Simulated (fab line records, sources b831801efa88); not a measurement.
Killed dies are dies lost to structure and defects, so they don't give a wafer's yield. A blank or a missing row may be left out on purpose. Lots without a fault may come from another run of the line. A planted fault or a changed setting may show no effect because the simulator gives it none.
Chamber matching | flow gf180mcu | GF_POLY_GATE_ETCH_13 on rie_si-02: 4 sister chambers
The step etches poly-Si in HBr/Cl2, stops on SiO2, target depth 198.5 nm, time 69.6 s. 8 wafers are shown with their chamber, then 7 later ones without.

WAFERS WITH THEIR CHAMBER
wafer  | chamber | drypump_motor_current_A (A) | he_backside_leak_sccm (sccm)
L193.6 | 1       | 5.4                         | 3.0
L195.2 | 3       | 6.3                         | 3.1
L195.4 | 2       | 5.8                         | 2.6
L199.2 | 2       | 5.8                         | 2.5
L199.3 | 3       | 6.4                         | 3.1
L199.4 | 1       | 5.4                         | 2.8
L212.1 | 0       | 5.5                         | 2.7
L212.4 | 0       | 5.5                         | 2.7

WAFERS WITHOUT THEIR CHAMBER
wafer  | drypump_motor_current_A (A) | he_backside_leak_sccm (sccm)
L212.6 | 6.4                         | 3.0
L213.1 | 6.4                         | 3.1
L213.2 | 5.5                         | 3.0
L213.6 | 5.8                         | 2.5
L215.3 | 5.8                         | 2.4
L215.4 | 5.5                         | 2.6
L215.5 | 5.3                         | 2.7

WHICH CHAMBER EACH WENT THROUGH
wafer  | from the rows above     | in truth
L212.6 | 3                       | 3
L213.1 | 3                       | 3
L213.2 | can't be placed: 1 or 0 | 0
L213.6 | 2                       | 2
L215.3 | 2                       | 2
L215.4 | 0                       | 0
L215.5 | can't be placed: 1 or 0 | 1
Placed correctly: 5 of 7. Can't be placed from these rows: 2 (the true chamber is among the candidates in 2). Placed wrongly: 0.
How it was worked out, from the rows above alone: a wafer's distance from a chamber is the root of the sum, over the readings, of the square of ((its reading less the chamber's mean) divided by the reading's scatter). The wafer belongs to the nearest chamber; if the next one is less than 2 further off, it can't be placed. A chamber's mean is the mean of its shown wafers. The scatter: the root of (the sum of the squares of (reading less its chamber's mean) over the shown wafers, divided by (wafers less chambers)).
